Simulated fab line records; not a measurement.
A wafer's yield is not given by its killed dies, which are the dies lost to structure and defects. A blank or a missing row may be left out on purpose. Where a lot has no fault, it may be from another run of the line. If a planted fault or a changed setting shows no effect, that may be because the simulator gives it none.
The tool behind it: which one? -- flow sky130 -- 24 lots, 72 wafers sampled, at 6 steps of a route of 708

## WHAT THE GAUGES READ, wafer by wafer
SKY_METAL2_OVL_MEAS_16. Usual: METAL2_OVL -2 nm, standard deviation 5.
lot,measured,on,METAL2_OVL (nm),flag
L074,day 35 13:46,overlay-01,-2 -6 -5,
L075,day 35 22:20,overlay-01,3 5 5,
L076,day 36 08:40,overlay-01,5 -3 -5,
L077,day 36 22:37,overlay-02,-2 -2 0,
L079,day 37 01:10,overlay-02,3 -2 6,
L078,day 37 06:50,overlay-01,-2 -7 -4,
L080,day 37 13:47,overlay-02,-1 -7 0,
L081,day 38 01:08,overlay-01,4 2 1,
L082,day 38 04:47,overlay-02,0 -5 -8,
L083,day 38 21:13,overlay-02,-4 3 -4,
L084,day 39 04:03,overlay-01,-7 -7 -4,
L085,day 39 08:00,overlay-01,-9 2 -10,
L086,day 39 09:19,overlay-01,4 -1 1,
L087,day 39 16:51,overlay-02,4 -1 -5,
L088,day 40 08:08,overlay-02,7 8 13,
L089,day 40 12:56,overlay-01,-2 -7 2,
L090,day 40 17:00,overlay-02,1 -2 5,
L091,day 40 19:25,overlay-01,-12 -9 -5,
L092,day 41 02:25,overlay-01,0 -11 -1,
L094,day 41 10:55,overlay-02,-7 -8 -11,
L093,day 41 12:25,overlay-01,1 -1 -1,
L095,day 42 00:28,overlay-02,-9 -7 -3,
L096,day 42 04:34,overlay-02,4 1 -1,
L097,day 42 05:31,overlay-01,-5 -7 -5,

SKY_VIA3_OVL_MEAS_13. Usual: VIA3_OVL -6 nm, standard deviation 5.4.
lot,measured,on,VIA3_OVL (nm),flag
L074,day 40 03:06,overlay-01,-7 -5 -8,
L075,day 40 09:04,overlay-01,-6 -7 -8,
L076,day 40 19:28,overlay-02,-5 -2 -4,
L077,day 41 08:01,overlay-02,-1 -13 -6,
L079,day 41 11:23,overlay-01,-1 4 3,
L078,day 41 17:07,overlay-01,-1 -4 -1,
L080,day 41 23:08,overlay-01,-5 -7 5,
L081,day 42 08:47,overlay-01,-8 1 -7,
L082,day 42 14:22,overlay-02,-14 -4 -8,
L083,day 43 05:01,overlay-02,-4 -3 -2,
L084,day 43 09:42,overlay-02,-13 -11 -3,
L085,day 43 14:55,overlay-02,-7 -9 -5,
L086,day 43 15:46,overlay-02,-7 -4 -8,
L087,day 43 22:22,overlay-02,-3 -3 -17,
L088,day 44 10:52,overlay-01,-9 -2 -11,
L089,day 44 16:07,overlay-02,9 -2 10,
L090,day 44 18:51,overlay-02,-6 -11 -16,
L091,day 44 23:53,overlay-01,4 -2 -2,
L092,day 45 05:52,overlay-02,3 -14 -8,
L094,day 45 11:26,overlay-02,-14 -7 -9,
L093,day 45 14:03,overlay-02,0 -10 -7,
L095,day 46 00:22,overlay-02,-19 -12 -16,
L096,day 46 05:24,overlay-01,-7 -2 -15,
L097,day 46 05:46,overlay-02,-11 -5 -12,

SKY_PASSIVATION_THK_MEAS_03. Usual: PASSIVATION_CVD_02_THK 541 nm, standard deviation 9.4.
lot,measured,on,PASSIVATION_CVD_02_THK (nm),flag
L074,day 44 07:48,film metro-01,529 517 541,
L075,day 44 14:08,film metro-03,545 537 544,
L076,day 45 01:10,film metro-04,540 546 544,
L077,day 45 11:40,film metro-01,532 534 538,
L079,day 45 13:35,film metro-01,541 547 547,
L078,day 45 20:11,film metro-01,550 545 554,
L080,day 45 23:11,film metro-03,536 547 546,
L081,day 46 08:59,film metro-01,538 547 546,
L082,day 46 14:32,film metro-03,515 543 540,
L083,day 47 03:29,film metro-01,519 527 550,
L084,day 47 07:04,film metro-04,528 538 545,
L085,day 47 11:10,film metro-04,550 563 551,
L086,day 47 11:42,film metro-04,544 550 548,
L087,day 47 19:23,film metro-04,529 551 541,
L088,day 48 05:16,film metro-01,546 515 522,
L089,day 48 07:59,film metro-04,552 558 552,
L090,day 48 10:17,film metro-04,536 549 558,
L091,day 48 17:28,film metro-01,527 545 537,
L092,day 48 23:40,film metro-01,535 537 540,
L094,day 49 02:47,film metro-03,538 540 552,
L093,day 49 03:34,film metro-04,533 545 547,
L095,day 49 13:55,film metro-01,534 537 552,
L096,day 49 20:13,film metro-03,548 542 535,
L097,day 49 20:17,film metro-03,537 530 548,

## EACH LOT AND THE TOOL THAT RAN IT (in order: tool; ch and the chambers of the sampled wafers; start)
lot,SKY_CONTACT_STRIP_19,SKY_CAP2M_CVD_00,SKY_METAL5_SPUTTER_04
L074,"plasma asher-02 ch 0,1, day 31 21:04","pecvd-01 ch 0,2, day 40 04:41","pvd sputter-02, day 43 08:04"
L075,"plasma asher-04 ch 0,1, day 32 06:53","pecvd-03 ch 0,2, day 40 10:43","pvd sputter-03, day 43 14:56"
L076,"plasma asher-04 ch 0,1, day 32 18:58","pecvd-03 ch 1,2, day 40 21:13","pvd sputter-02, day 44 01:34"
L077,"plasma asher-04 ch 0, day 33 09:58","pecvd-04 ch 0,1, day 41 09:35","pvd sputter-02, day 44 12:01"
L079,"plasma asher-02 ch 0,1, day 33 11:59","pecvd-03 ch 0,1,2, day 41 13:00","pvd sputter-03, day 44 14:20"
L078,"plasma asher-04 ch 0,1, day 33 18:35","pecvd-03 ch 0,1, day 41 18:40","pvd sputter-02, day 44 21:56"
L080,"plasma asher-02 ch 0,1, day 34 01:10","pecvd-01 ch 0,1,2, day 42 00:42","pvd sputter-02, day 45 00:44"
L081,"plasma asher-01 ch 0,1, day 34 12:01","pecvd-04 ch 0,1,2, day 42 10:19","pvd sputter-03, day 45 10:55"
L082,"plasma asher-04 ch 0,1, day 34 18:33","pecvd-04 ch 1,2, day 42 15:55","pvd sputter-03, day 45 16:14"
L083,"plasma asher-04 ch 0,1, day 35 09:41","pecvd-04 ch 0,2, day 43 06:37","pvd sputter-04, day 46 06:16"
L084,"plasma asher-04 ch 0,1, day 35 18:02","pecvd-04 ch 0,1, day 43 11:16","pvd sputter-03, day 46 09:04"
L085,"plasma asher-01 ch 0,1, day 35 22:08","pecvd-04 ch 0,1,2, day 43 16:29","pvd sputter-03, day 46 13:19"
L086,"plasma asher-02 ch 1, day 36 00:50","pecvd-01 ch 0,1,2, day 43 17:19","pvd sputter-02, day 46 13:30"
L087,"plasma asher-01 ch 0,1, day 36 06:41","pecvd-03 ch 0,2, day 44 00:00","pvd sputter-02, day 46 21:32"
L088,"plasma asher-02 ch 0,1, day 37 00:02","pecvd-03 ch 0,2, day 44 12:33","pvd sputter-02, day 47 08:22"
L089,"plasma asher-01 ch 0,1, day 37 04:59","pecvd-03 ch 0,1,2, day 44 17:41","pvd sputter-03, day 47 12:53"
L090,"plasma asher-01 ch 0,1, day 37 08:32","pecvd-04 ch 0,1,2, day 44 20:24","pvd sputter-03, day 47 14:16"
L091,"plasma asher-04 ch 0,1, day 37 11:10","pecvd-04 ch 0,2, day 45 01:25","pvd sputter-02, day 47 21:55"
L092,"plasma asher-04 ch 0,1, day 37 18:01","pecvd-01 ch 0,2, day 45 07:41","pvd sputter-03, day 48 03:38"
L094,"plasma asher-01 ch 0,1, day 38 03:07","pecvd-04 ch 1,2, day 45 12:58","pvd sputter-03, day 48 06:18"
L093,"plasma asher-04 ch 0,1, day 38 05:48","pecvd-03 ch 0,1, day 45 15:58","pvd sputter-02, day 48 07:29"
L095,"plasma asher-04 ch 0, day 38 16:56","pecvd-01 ch 0,1,2, day 46 01:55","pvd sputter-03, day 48 18:25"
L096,"plasma asher-01 ch 0,1, day 38 21:08","pecvd-01 ch 0,2, day 46 07:30","pvd sputter-04, day 49 01:01"
L097,"plasma asher-01 ch 0,1, day 38 22:40","pecvd-04 ch 0,1, day 46 07:48","pvd sputter-02, day 49 01:18"
- SKY_CONTACT_STRIP_19: strips in O2/N2.
- SKY_CAP2M_CVD_00: deposits SiO2, target thk 15.5 nm.
- SKY_METAL5_SPUTTER_04: material TiN, target thk 70 nm, time 58.3 s.

## WHAT THE TOOLS THEMSELVES READ (means of the sampled wafers that have a number; where no wafer has one, the mark that the record gives instead)
SKY_CONTACT_STRIP_19. Usual: drypump motor current A 5.8 A, standard deviation 0.3; oes product au 0.382 a.u., standard deviation 0.0049; strip time to endpoint s 3.63 s, standard deviation 0.043.
lot,tool,drypump motor current A (A),oes product au (a.u.),strip time to endpoint s (s),flag
L074,plasma asher-02,5.7,0.383,3.60,
L075,plasma asher-04,5.8,0.384,3.63,
L076,plasma asher-04,5.9,0.378,3.63,
L077,plasma asher-04,6.0,0.381,3.64,
L079,plasma asher-02,5.7,0.377,3.61,
L078,plasma asher-04,5.8,0.388,3.66,
L080,plasma asher-02,5.7,0.382,3.66,
L081,plasma asher-01,6.1,0.376,3.63,
L082,plasma asher-04,5.9,0.384,3.64,
L083,plasma asher-04,5.9,0.382,3.70,
L084,plasma asher-04,5.9,0.386,3.67,
L085,plasma asher-01,5.7,0.382,3.60,
L086,plasma asher-02,5.8,0.382,3.63,
L087,plasma asher-01,5.7,0.383,3.62,
L088,plasma asher-02,5.6,0.379,3.64,
L089,plasma asher-01,5.7,0.382,3.65,
L090,plasma asher-01,6.0,0.385,3.64,
L091,plasma asher-04,5.9,0.383,3.61,
L092,plasma asher-04,5.9,0.385,3.61,
L094,plasma asher-01,5.7,0.379,3.57,
L093,plasma asher-04,5.8,0.377,3.59,
L095,plasma asher-04,6.0,0.384,3.65,
L096,plasma asher-01,6.0,0.384,3.66,
L097,plasma asher-01,6.1,0.378,3.63,

SKY_CAP2M_CVD_00. Usual: heater power w reads 737 W (standard deviation 75).
lot,tool,heater power w (W),flag
L074,pecvd-01,768,
L075,pecvd-03,777,
L076,pecvd-03,665,
L077,pecvd-04,740,
L079,pecvd-03,754,
L078,pecvd-03,764,
L080,pecvd-01,730,
L081,pecvd-04,755,
L082,pecvd-04,747,
L083,pecvd-04,781,
L084,pecvd-04,633,
L085,pecvd-04,710,
L086,pecvd-01,766,
L087,pecvd-03,749,
L088,pecvd-03,834,
L089,pecvd-03,735,
L090,pecvd-04,730,
L091,pecvd-04,726,
L092,pecvd-01,705,
L094,pecvd-04,752,
L093,pecvd-03,807,
L095,pecvd-01,743,
L096,pecvd-01,738,
L097,pecvd-04,643,

SKY_METAL5_SPUTTER_04. Usual: throttle valve pct reads 30.1 % (standard deviation 0.62).
lot,tool,throttle valve pct (%),flag
L074,pvd sputter-02,30.7,
L075,pvd sputter-03,30.1,
L076,pvd sputter-02,30.4,
L077,pvd sputter-02,30.6,
L079,pvd sputter-03,29.4,
L078,pvd sputter-02,30.3,
L080,pvd sputter-02,30.5,
L081,pvd sputter-03,29.5,
L082,pvd sputter-03,30.1,
L083,pvd sputter-04,29.2,
L084,pvd sputter-03,29.7,
L085,pvd sputter-03,30.5,
L086,pvd sputter-02,30.5,
L087,pvd sputter-02,30.5,
L088,pvd sputter-02,30.5,
L089,pvd sputter-03,30.5,
L090,pvd sputter-03,30.2,
L091,pvd sputter-02,30.4,
L092,pvd sputter-03,29.5,
L094,pvd sputter-03,30.0,
L093,pvd sputter-02,30.4,
L095,pvd sputter-03,29.8,
L096,pvd sputter-04,29.4,
L097,pvd sputter-02,30.5,

## THE ANSWER, worked out from the rows above alone
Rule: take the mean of a lot's wafers that have a number; if it is more than 3 standard deviations from the usual mean, the lot is off. Also off: a lot with no number at a reading for which 4 or more lots have one. Where the step has rows for the other lots, those lots are counted as sound. Order of review: gauges by route order, followed by the tools' own readings, for which a lot's mean as printed above is used. At the first step where some lot is off, the reading lying furthest off is the one used; lots without a number count as furthest.
Nothing can be told from this: no lot is off at any reading shown.

## WHAT WAS PUT IN BY THE SIMULATOR
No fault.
